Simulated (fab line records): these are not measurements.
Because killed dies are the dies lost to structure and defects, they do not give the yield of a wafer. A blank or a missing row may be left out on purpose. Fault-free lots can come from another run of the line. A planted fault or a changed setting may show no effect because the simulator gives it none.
Which tool did it? | flow gf180mcu | 24 lots with 72 wafers sampled at 4 steps, on a route of 602 steps

== WHAT THE GAUGES READ, wafer by wafer ==
GF_M2_OVL_MEAS_15.
lot  | measured     | on         | M2_OVL (nm)
L074 | day 19 04:18 | overlay-01 | 7 11 9
L075 | day 19 13:25 | overlay-01 | 0 -2 2
L076 | day 20 01:09 | overlay-01 | 3 2 6
L077 | day 20 11:55 | overlay-01 | -7 -6 -5
L078 | day 20 21:22 | overlay-01 | -3 4 13
L079 | day 21 07:17 | overlay-01 | 5 1 -5
L080 | day 21 09:58 | overlay-01 | 4 -4 -11
L081 | day 22 04:00 | overlay-02 | 7 4 8
L082 | day 22 04:18 | overlay-01 | -4 1 -3
L083 | day 22 19:40 | overlay-01 | 8 -1 3
L084 | day 23 00:54 | overlay-02 | 5 7 1
L085 | day 23 14:55 | overlay-01 | -10 -11 -10
L086 | day 23 17:27 | overlay-01 | -6 -10 -13
L087 | day 23 23:19 | overlay-01 | -4 -4 -5
L088 | day 24 10:27 | overlay-02 | 8 13 16
L089 | day 24 15:00 | overlay-02 | 3 0 1
L090 | day 24 20:04 | overlay-01 | -1 -2 -8
L091 | day 25 05:34 | overlay-01 | -7 -12 -6
L092 | day 25 13:06 | overlay-01 | -2 -2 -5
L093 | day 25 21:54 | overlay-02 | 0 8 8
L094 | day 26 07:15 | overlay-01 | 0 0 -9
L095 | day 26 12:39 | overlay-01 | -7 -12 -4
L096 | day 26 16:04 | overlay-01 | 5 1 0
L097 | day 27 06:54 | overlay-02 | -4 1 3

GF_M3_RS_MEAS_05: a four-point-probe measurement.
lot  | measured     | on            | M3_ALCU_RS (ohm/sq)
L074 | day 20 07:56 | film metro-04 | 0.0716 0.0706 0.0677
L075 | day 20 16:49 | film metro-04 | 0.0687 0.0697 0.0691
L076 | day 21 04:47 | film metro-01 | 0.0701 0.0697 0.0695
L077 | day 21 15:05 | film metro-03 | 0.0696 0.0706 0.0693
L078 | day 22 00:01 | film metro-03 | 0.0689 0.0697 0.0682
L079 | day 22 10:12 | film metro-01 | 0.0700 0.0703 0.0706
L080 | day 22 12:11 | film metro-04 | 0.0701 0.0712 0.0703
L081 | day 23 05:31 | film metro-04 | 0.0705 0.0691 0.0713
L082 | day 23 06:10 | film metro-04 | 0.0686 0.0679 0.0698
L083 | day 23 20:44 | film metro-03 | 0.0690 0.0693 0.0709
L084 | day 24 02:10 | film metro-03 | 0.0687 0.0688 0.0689
L085 | day 24 16:14 | film metro-03 | 0.0692 0.0691 0.0703
L086 | day 24 18:52 | film metro-03 | 0.0703 0.0688 0.0688
L087 | day 25 00:34 | film metro-04 | 0.0697 0.0713 0.0707
L088 | day 25 11:10 | film metro-04 | 0.0703 0.0710 0.0689
L089 | day 25 15:36 | film metro-01 | 0.0701 0.0696 0.0701
L090 | day 25 20:18 | film metro-04 | 0.0696 0.0712 0.0698
L091 | day 26 06:46 | film metro-04 | 0.0700 0.0712 0.0696
L092 | day 26 12:55 | film metro-01 | 0.0694 0.0682 0.0681
L093 | day 26 21:52 | film metro-03 | 0.0687 0.0707 0.0702
L094 | day 27 06:52 | film metro-01 | 0.0692 0.0692 0.0692
L095 | day 27 12:44 | film metro-04 | 0.0709 0.0688 0.0698
L096 | day 27 15:47 | film metro-03 | 0.0695 0.0685 0.0700
L097 | day 28 05:36 | film metro-01 | 0.0698 0.0705 0.0695

GF_V3_OVL_MEAS_15.
lot  | measured     | on         | V3_OVL (nm)
L074 | day 22 09:16 | overlay-02 | -4 -4 0
L075 | day 22 17:17 | overlay-01 | -3 -3 -9
L076 | day 23 05:43 | overlay-01 | -7 -10 -5
L077 | day 23 15:34 | overlay-01 | -8 -4 -8
L078 | day 23 22:14 | overlay-01 | -1 -10 -9
L079 | day 24 08:15 | overlay-02 | -1 -4 -2
L080 | day 24 10:10 | overlay-02 | -16 -15 -8
L081 | day 25 02:20 | overlay-01 | -5 -7 -5
L082 | day 25 03:51 | overlay-02 | 1 3 2
L083 | day 25 16:40 | overlay-02 | -15 -16 -14
L084 | day 25 22:51 | overlay-01 | -2 0 -5
L085 | day 26 11:59 | overlay-02 | 12 5 1
L086 | day 26 15:18 | overlay-02 | -8 -10 -3
L087 | day 26 19:58 | overlay-01 | 4 5 12
L088 | day 27 05:57 | overlay-01 | -14 -8 -5
L089 | day 27 11:01 | overlay-02 | -1 -3 4
L090 | day 27 15:16 | overlay-01 | -8 3 -11
L091 | day 28 01:21 | overlay-01 | -12 -5 -15
L092 | day 28 07:33 | overlay-02 | -1 -2 3
L093 | day 28 14:48 | overlay-02 | -8 -5 -3
L094 | day 28 23:57 | overlay-01 | 4 8 3
L095 | day 29 05:24 | overlay-01 | -8 -5 -9
L096 | day 29 07:43 | overlay-01 | 6 2 -5
L097 | day 29 21:45 | overlay-02 | 7 5 6

== EACH LOT AND THE TOOL THAT RAN IT (in order: tool; ch and the chambers of the sampled wafers; start) ==
lot  | GF_CONTACT_CMP_04
L074 | cmp-01 ch 0,1, day 15 01:58
L075 | cmp-02 ch 0,2,3, day 15 10:43
L076 | cmp-02 ch 1,2, day 15 21:29
L077 | cmp-02 ch 0,3, day 16 07:05
L078 | cmp-01 ch 0,2,3, day 16 16:17
L079 | cmp-02 ch 0,3, day 17 01:19
L080 | cmp-02 ch 0,2, day 17 05:30
L081 | cmp-01 ch 1,2,3, day 17 21:30
L082 | cmp-01 ch 1,3, day 17 22:06
L083 | cmp-02 ch 1,2,3, day 18 12:52
L084 | cmp-02 ch 1,2,3, day 18 19:39
L085 | cmp-02 ch 0,2,3, day 19 10:38
L086 | cmp-01 ch 0,1,3, day 19 14:54
L087 | cmp-01 ch 0,1, day 19 20:47
L088 | cmp-02 ch 0,1,3, day 20 08:44
L089 | cmp-01 ch 0,2, day 20 15:20
L090 | cmp-02 ch 1,2,3, day 20 20:44
L091 | cmp-01 ch 1,2, day 21 06:36
L092 | cmp-01 ch 1,2,3, day 21 14:19
L093 | cmp-02 ch 1,2,3, day 21 23:23
L094 | cmp-01 ch 1,2, day 22 10:13
L095 | cmp-02 ch 0,2,3, day 22 17:10
L096 | cmp-01 ch 2,3, day 22 22:02
L097 | cmp-02 ch 0,1,3, day 23 13:29
- GF_CONTACT_CMP_04: polishes SiO2.

== AS READ BY THE TOOLS THEMSELVES (means over the sampled wafers that have a number; for cases with no such wafer, the mark the record gives instead) ==
GF_CONTACT_CMP_04.
lot  | tool   | motor current A (A) | time to endpoint s (s)
L074 | cmp-01 | 12.7                | 112
L075 | cmp-02 | 13.8                | 109
L076 | cmp-02 | 11.7                | 119
L077 | cmp-02 | 13.3                | 120
L078 | cmp-01 | 12.6                | 120
L079 | cmp-02 | 13.4                | 113
L080 | cmp-02 | 12.7                | 117
L081 | cmp-01 | 12.3                | 123
L082 | cmp-01 | 13.4                | 114
L083 | cmp-02 | 12.4                | 118
L084 | cmp-02 | 12.4                | 110
L085 | cmp-02 | 13.5                | 116
L086 | cmp-01 | 12.8                | 110
L087 | cmp-01 | 12.8                | 106
L088 | cmp-02 | 12.7                | 115
L089 | cmp-01 | 11.1                | 116
L090 | cmp-02 | 12.6                | 116
L091 | cmp-01 | 11.6                | 113
L092 | cmp-01 | 12.2                | 110
L093 | cmp-02 | 12.4                | 110
L094 | cmp-01 | 11.8                | 116
L095 | cmp-02 | 13.1                | 114
L096 | cmp-01 | 12.5                | 121
L097 | cmp-02 | 12.7                | 116

== THE ANSWER, worked out from the rows above alone ==
Rule: what is usual is taken from the lots themselves. The widest of any qualifying gaps counts: lots, ordered by their means at a reading, are off when they make up no more than a third of the lots, leave a main group of 4 or more, and stand apart from it by 3 or more times the standard deviation of that group's means. The tables above print the reading to a certain number of digits; a main group whose means all agree to those digits is not used. Also off: a lot with no number at a reading for which 4 or more lots have one. All remaining lots with rows at the step are treated as sound. Order of review: gauges by route order, followed by the tools' own readings, for which a lot's mean as printed above is used. The first step at which some lot is off is used, and at that step the reading that is off furthest; a lot without a number counts as furthest.
None of the lots is off at any reading shown; this tells nothing.

== WHAT HAD BEEN PUT IN BY THE SIMULATOR ==
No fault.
